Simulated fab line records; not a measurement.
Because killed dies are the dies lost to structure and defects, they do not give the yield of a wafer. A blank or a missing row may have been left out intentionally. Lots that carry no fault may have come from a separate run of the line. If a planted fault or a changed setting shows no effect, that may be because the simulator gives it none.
Which tool was responsible? :: flow gf180mcu :: 39 wafers from 13 lots sampled at 4 of the route's 602 steps

WHAT THE GAUGES READ, wafer by wafer
GF_V2_THK_MEAS_03. Usual: V2_CVD_02_THK gives 849 nm (standard deviation 11).
lot: L200
measured: day 19 01:11
on: film_metro-01
V2_CVD_02_THK (nm): 838 852 840
flag: 

lot: L201
measured: day 19 15:02
on: film_metro-01
V2_CVD_02_THK (nm): 840 850 857
flag: 

lot: L202
measured: day 19 20:32
on: film_metro-03
V2_CVD_02_THK (nm): 837 869 855
flag: 

lot: L204
measured: day 20 20:16
on: film_metro-03
V2_CVD_02_THK (nm): 844 850 836
flag: 

lot: L205
measured: day 21 09:01
on: film_metro-03
V2_CVD_02_THK (nm): 836 862 863
flag: 

lot: L206
measured: day 21 19:37
on: film_metro-04
V2_CVD_02_THK (nm): 839 876 860
flag: 

lot: L210
measured: day 23 01:58
on: film_metro-04
V2_CVD_02_THK (nm): 842 864 851
flag: 

lot: L213
measured: day 24 01:27
on: film_metro-01
V2_CVD_02_THK (nm): 850 838 871
flag: 

lot: L214
measured: day 24 07:22
on: film_metro-03
V2_CVD_02_THK (nm): 857 855 847
flag: 

lot: L216
measured: day 24 22:21
on: film_metro-04
V2_CVD_02_THK (nm): 858 846 852
flag: 

lot: L218
measured: day 25 16:42
on: film_metro-01
V2_CVD_02_THK (nm): 834 850 859
flag: 

lot: L219
measured: day 25 22:54
on: film_metro-01
V2_CVD_02_THK (nm): 846 838 851
flag: 

lot: L223
measured: day 27 09:27
on: film_metro-03
V2_CVD_02_THK (nm): 862 856 860
flag: 

GF_V3_RS_MEAS_24: the measuring method here is four-point-probe. Usual: V3_W_RS gives 0.327 ohm/sq (standard deviation 0.0031).
lot: L200
measured: day 22 04:13
on: film_metro-01
V3_W_RS (ohm/sq): 0.324 0.322 0.325
flag: 

lot: L201
measured: day 22 18:54
on: film_metro-04
V3_W_RS (ohm/sq): 0.327 0.326 0.329
flag: 

lot: L202
measured: day 23 00:43
on: film_metro-02
V3_W_RS (ohm/sq): 0.327 0.325 0.327
flag: 

lot: L204
measured: day 23 21:49
on: film_metro-02
V3_W_RS (ohm/sq): 0.325 0.328 0.323
flag: 

lot: L205
measured: day 24 10:16
on: film_metro-02
V3_W_RS (ohm/sq): 0.330 0.333 0.324
flag: 

lot: L206
measured: day 24 20:56
on: film_metro-04
V3_W_RS (ohm/sq): 0.327 0.322 0.326
flag: 

lot: L210
measured: day 25 23:55
on: film_metro-02
V3_W_RS (ohm/sq): 0.325 0.327 0.325
flag: 

lot: L213
measured: day 26 20:47
on: film_metro-04
V3_W_RS (ohm/sq): 0.325 0.328 0.328
flag: 

lot: L214
measured: day 27 03:02
on: film_metro-04
V3_W_RS (ohm/sq): 0.327 0.328 0.326
flag: 

lot: L216
measured: day 27 17:38
on: film_metro-02
V3_W_RS (ohm/sq): 0.321 0.326 0.324
flag: 

lot: L218
measured: day 28 10:26
on: film_metro-02
V3_W_RS (ohm/sq): 0.331 0.332 0.331
flag: 

lot: L219
measured: day 28 16:50
on: film_metro-04
V3_W_RS (ohm/sq): 0.324 0.324 0.322
flag: 

lot: L223
measured: day 30 00:31
on: film_metro-02
V3_W_RS (ohm/sq): 0.330 0.329 0.327
flag: 

GF_M4_THK_MEAS_06: measures by xrf. Usual: M4_ALCU_THK gives 453 nm (standard deviation 5.9).
lot: L200
measured: day 22 05:01
on: film_metro-02
M4_ALCU_THK (nm): 461 457 459
flag: 

lot: L201
measured: day 22 19:43
on: film_metro-03
M4_ALCU_THK (nm): 453 455 443
flag: 

lot: L202
measured: day 23 01:32
on: film_metro-02
M4_ALCU_THK (nm): 449 449 444
flag: 

lot: L204
measured: day 23 22:38
on: film_metro-01
M4_ALCU_THK (nm): 452 446 451
flag: 

lot: L205
measured: day 24 11:04
on: film_metro-01
M4_ALCU_THK (nm): 446 450 448
flag: 

lot: L206
measured: day 24 21:45
on: film_metro-02
M4_ALCU_THK (nm): 461 458 458
flag: 

lot: L210
measured: day 26 00:52
on: film_metro-01
M4_ALCU_THK (nm): 448 452 444
flag: 

lot: L213
measured: day 26 22:24
on: film_metro-02
M4_ALCU_THK (nm): 454 456 456
flag: 

lot: L214
measured: day 27 03:51
on: film_metro-03
M4_ALCU_THK (nm): 465 457 457
flag: 

lot: L216
measured: day 27 18:28
on: film_metro-01
M4_ALCU_THK (nm): 455 453 453
flag: 

lot: L218
measured: day 28 11:15
on: film_metro-02
M4_ALCU_THK (nm): 459 460 458
flag: 

lot: L219
measured: day 28 17:40
on: film_metro-02
M4_ALCU_THK (nm): 451 449 452
flag: 

lot: L223
measured: day 30 01:20
on: film_metro-02
M4_ALCU_THK (nm): 456 458 455
flag: 

WHICH TOOL RAN EACH LOT (tool, then ch and the chambers of the sampled wafers, then the start)
lot: L200
GF_V3_ETCH_16: rie_diel-02 ch 0,2,3, day 22 03:13

lot: L201
GF_V3_ETCH_16: rie_diel-03 ch 0,1,3, day 22 17:52

lot: L202
GF_V3_ETCH_16: rie_diel-01 ch 1,2,3, day 22 23:49

lot: L204
GF_V3_ETCH_16: rie_diel-02 ch 0,1, day 23 20:55

lot: L205
GF_V3_ETCH_16: rie_diel-03 ch 0,1, day 24 09:22

lot: L206
GF_V3_ETCH_16: rie_diel-02 ch 1,2,3, day 24 20:04

lot: L210
GF_V3_ETCH_16: rie_diel-03 ch 1,3, day 25 22:58

lot: L213
GF_V3_ETCH_16: rie_diel-02 ch 0,1,3, day 26 19:55

lot: L214
GF_V3_ETCH_16: rie_diel-03 ch 0,1,3, day 27 02:10

lot: L216
GF_V3_ETCH_16: rie_diel-02 ch 0,1,3, day 27 16:46

lot: L218
GF_V3_ETCH_16: rie_diel-01 ch 0,1,2, day 28 09:34

lot: L219
GF_V3_ETCH_16: rie_diel-01 ch 1,2, day 28 15:58

lot: L223
GF_V3_ETCH_16: rie_diel-02 ch 0,1,2, day 29 23:19
- GF_V3_ETCH_16: etches BARC in N2/H2.

WHAT THE TOOLS THEMSELVES READ (means of the sampled wafers that have a number; where no wafer has one, the mark that the record gives instead)
GF_V3_ETCH_16. Usual: bias_w 100.06 W, standard deviation 0.28; chamber_pressure_mTorr 30.003 mTorr, standard deviation 0.026; drypump_motor_current_A 5.7 A, standard deviation 0.53; oes_product_au 0.855 a.u., standard deviation 0.0044; throttle_valve_pct 13.225 %, standard deviation 0.01.
lot: L200
tool: rie_diel-02
bias_w (W): 100.19
chamber_pressure_mTorr (mTorr): 29.994
drypump_motor_current_A (A): 5.8
oes_product_au (a.u.): 0.857
throttle_valve_pct (%): 13.231
flag: 

lot: L201
tool: rie_diel-03
bias_w (W): 99.85
chamber_pressure_mTorr (mTorr): 30.000
drypump_motor_current_A (A): 5.5
oes_product_au (a.u.): 0.853
throttle_valve_pct (%): 13.222
flag: 

lot: L202
tool: rie_diel-01
bias_w (W): 99.82
chamber_pressure_mTorr (mTorr): 30.044
drypump_motor_current_A (A): 5.7
oes_product_au (a.u.): 0.857
throttle_valve_pct (%): 13.225
flag: 

lot: L204
tool: rie_diel-02
bias_w (W): 100.04
chamber_pressure_mTorr (mTorr): 29.998
drypump_motor_current_A (A): 6.3
oes_product_au (a.u.): 0.857
throttle_valve_pct (%): 13.226
flag: 

lot: L205
tool: rie_diel-03
bias_w (W): 99.96
chamber_pressure_mTorr (mTorr): 29.989
drypump_motor_current_A (A): 5.9
oes_product_au (a.u.): 0.860
throttle_valve_pct (%): 13.224
flag: 

lot: L206
tool: rie_diel-02
bias_w (W): 99.80
chamber_pressure_mTorr (mTorr): 29.995
drypump_motor_current_A (A): 5.8
oes_product_au (a.u.): 0.856
throttle_valve_pct (%): 13.225
flag: 

lot: L210
tool: rie_diel-03
bias_w (W): 120.14
chamber_pressure_mTorr (mTorr): 30.003
drypump_motor_current_A (A): 5.0
oes_product_au (a.u.): 0.857
throttle_valve_pct (%): 13.221
flag: OFF

lot: L213
tool: rie_diel-02
bias_w (W): 100.24
chamber_pressure_mTorr (mTorr): 30.019
drypump_motor_current_A (A): 6.2
oes_product_au (a.u.): 0.854
throttle_valve_pct (%): 13.227
flag: 

lot: L214
tool: rie_diel-03
bias_w (W): 119.68
chamber_pressure_mTorr (mTorr): 30.028
drypump_motor_current_A (A): 5.5
oes_product_au (a.u.): 0.857
throttle_valve_pct (%): 13.224
flag: OFF

lot: L216
tool: rie_diel-02
bias_w (W): 100.03
chamber_pressure_mTorr (mTorr): 29.993
drypump_motor_current_A (A): 6.3
oes_product_au (a.u.): 0.857
throttle_valve_pct (%): 13.226
flag: 

lot: L218
tool: rie_diel-01
bias_w (W): 100.21
chamber_pressure_mTorr (mTorr): 29.968
drypump_motor_current_A (A): 5.7
oes_product_au (a.u.): 0.855
throttle_valve_pct (%): 13.223
flag: 

lot: L219
tool: rie_diel-01
bias_w (W): 99.89
chamber_pressure_mTorr (mTorr): 29.991
drypump_motor_current_A (A): 5.5
oes_product_au (a.u.): 0.853
throttle_valve_pct (%): 13.223
flag: 

lot: L223
tool: rie_diel-02
bias_w (W): 100.02
chamber_pressure_mTorr (mTorr): 29.993
drypump_motor_current_A (A): 5.9
oes_product_au (a.u.): 0.850
throttle_valve_pct (%): 13.232
flag: 

THE ANSWER, worked out from the rows above alone
Rule: a lot is off if the mean of its wafers that have a number lies more than 3 standard deviations from the usual mean. Also off: a lot with no number at a reading for which 4 or more lots have one. Where the step has rows for the other lots, those lots are counted as sound. The gauges are gone through in route order, then the tools' own readings, and for those a lot's mean is taken as printed above. At the first step where some lot is off, the reading lying furthest off is the one used; lots without a number count as furthest.
Off: L210, L214 (GF_V3_ETCH_16, bias_w).
A tool fits if, at that step or a process step before it, it ran every lot that is off, and no sound lot after the first of them. One candidate fits, namely rie_diel-03 at GF_V3_ETCH_16. Its last sound lot is L205 (day 24 09:22), its first lot that is off L210 (day 25 22:58): a fault that began between those two fits.
The tool's own readings at GF_V3_ETCH_16 bear it out: on the lots that are off they differ by more than 5 times the standard deviation of the sound lots' means. bias_w reads 119.91 W there against 100.00 W on the sound lots.

WHAT THE SIMULATOR PUT IN
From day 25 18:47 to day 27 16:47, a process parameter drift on rie_diel-03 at GF_V3_ETCH_16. A move of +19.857 in setting bias_w, from 100. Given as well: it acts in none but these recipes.
Struck lots among those shown: L210, L214. Same finding as the rule above.
